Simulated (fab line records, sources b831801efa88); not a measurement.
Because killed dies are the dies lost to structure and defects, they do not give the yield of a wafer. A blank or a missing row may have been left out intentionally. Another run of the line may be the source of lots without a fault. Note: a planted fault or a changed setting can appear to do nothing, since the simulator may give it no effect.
Comparing a struck lot with a sound one    flow gf180mcu    17 out of 602 route steps
Sound: the wafers L832.1, L832.2, L832.4. Struck: wafers L840.1, L840.2, L840.4. The cause comes at the end.
Per side, at each step with rows, come the tool, then ch with its chambers, and then its first start. Under that, the readings that differ: sound wafers    struck wafers    difference of the means    sigmas: that difference in standard deviations of wafers without a fault.
alike: a reading whose means differ by less than 2 such deviations, as well as words and numbers matching on both sides. not compared: withheld readings; readings where some wafer has no value; bounds like >300 that might hide an equal value; numbers whose values overlap and for which the record gives no deviation.
Wherever a step has rows on one side only, a row that says differs or no value, or a row with sigmas, the two part there. Numbers that have no deviation but don't overlap get no sigmas and don't part them. A reading missing from all wafers of one side parts the sides only when that side holds two or more wafers.

first, 1 step without rows for these wafers: GF_HV_LDD_CVD_56 (deposits Si3N4 from DCS/NH3, target thk 90 nm, time 1543 s).
GF_HV_LDD_THK_MEAS_57:
  sound on film metro-01 at day 13 05:25; struck on film metro-03 at day 15 21:48
  alike: HV_LDD_CVD_56_THK
GF_HV_LDD_ETCHBACK_58: etches Si3N4 in CH3F/O2, stops on SiO2, time 100 s, target depth 90 nm.
  sound on rie diel-04 ch 0,2,3, day 13 05:28; struck on rie diel-01 ch 1,2,3, day 15 21:52
  alike: drypump motor current A, oes product au, throttle valve pct
  not compared: rf hours counter h
then, 7 steps without rows for these wafers: GF_NSD_DEHYDRATE_00 (time 60 s); GF_NSD_HMDS_01 (prime time 60 s); GF_NSD_COAT_02 (resist thk 1000 nm); GF_NSD_SOFTBAKE_03 (time 60 s); GF_NSD_EXPOSE_04 (exposes mask Nplus, target cd 400 nm); GF_NSD_PEB_05; GF_NSD_DEVELOP_06 (develop time 60 s).
GF_NSD_CD_MEAS_07: the cd target is 400 nm.
  sound on cd sem-01 at day 14 01:50; struck on cd sem-01 at day 16 19:53
reading     sound              struck             difference  sigmas
cd nm (nm)  395.4 395.2 394.6  402.5 403.0 403.6  +8.0        +3
GF_NSD_OVL_MEAS_08:
  sound on overlay-02 at day 14 01:58; struck on overlay-01 at day 16 20:00
  alike: NSD_OVL
GF_NSD_IMPLANT_09:
  sound on implanter-04 ch 0, day 14 01:59; struck on implanter-02 ch 0, day 16 20:02
reading                    sound                 struck                difference  sigmas
beam energy keV            60.029 60.019 59.982  59.274 59.308 59.304  -0.715      -40
model.implant.drp nm (nm)  16.15 16.15 16.15     16.01 16.01 16.01     -0.14       
then, 1 step without rows for these wafers: GF_NSD_IMPLANT_10.
GF_NSD_STRIP_11: strips in O2/N2.
  sound on plasma asher-04 ch 0,1, day 14 02:17; struck on plasma asher-04 ch 0,1, day 16 20:20
reading                       sound              struck             difference  sigmas
strip time to endpoint s (s)  22.99 23.00 22.99  22.85 22.83 22.86  -0.15       -3
  alike: drypump motor current A, heater power w, oes product au
  not compared: rf hours counter h
GF_NSD_TW_MEAS_12:
  sound on film metro-03 at day 14 02:23; struck on film metro-04 at day 16 20:26
reading  sound           struck          difference  sigmas
NSD_TW   4355 4361 4356  4211 4226 4222  -138        -2
-- the record jumps here: 15 days lie between the struck wafers' starts before and after (it left off in module NSD and takes up again in module PASSIVATION, whose first step shown is number 602 of the route) --
GF_PASSIVATION_PROBE_99:
  the record has rows for the struck wafers here (prober-01, day 31 22:59) and none for the sound ones

## WHERE THEY PART
Last at GF_PASSIVATION_PROBE_99 as far as this record goes, first at GF_NSD_CD_MEAS_07.

WHY: the cause the simulator had injected
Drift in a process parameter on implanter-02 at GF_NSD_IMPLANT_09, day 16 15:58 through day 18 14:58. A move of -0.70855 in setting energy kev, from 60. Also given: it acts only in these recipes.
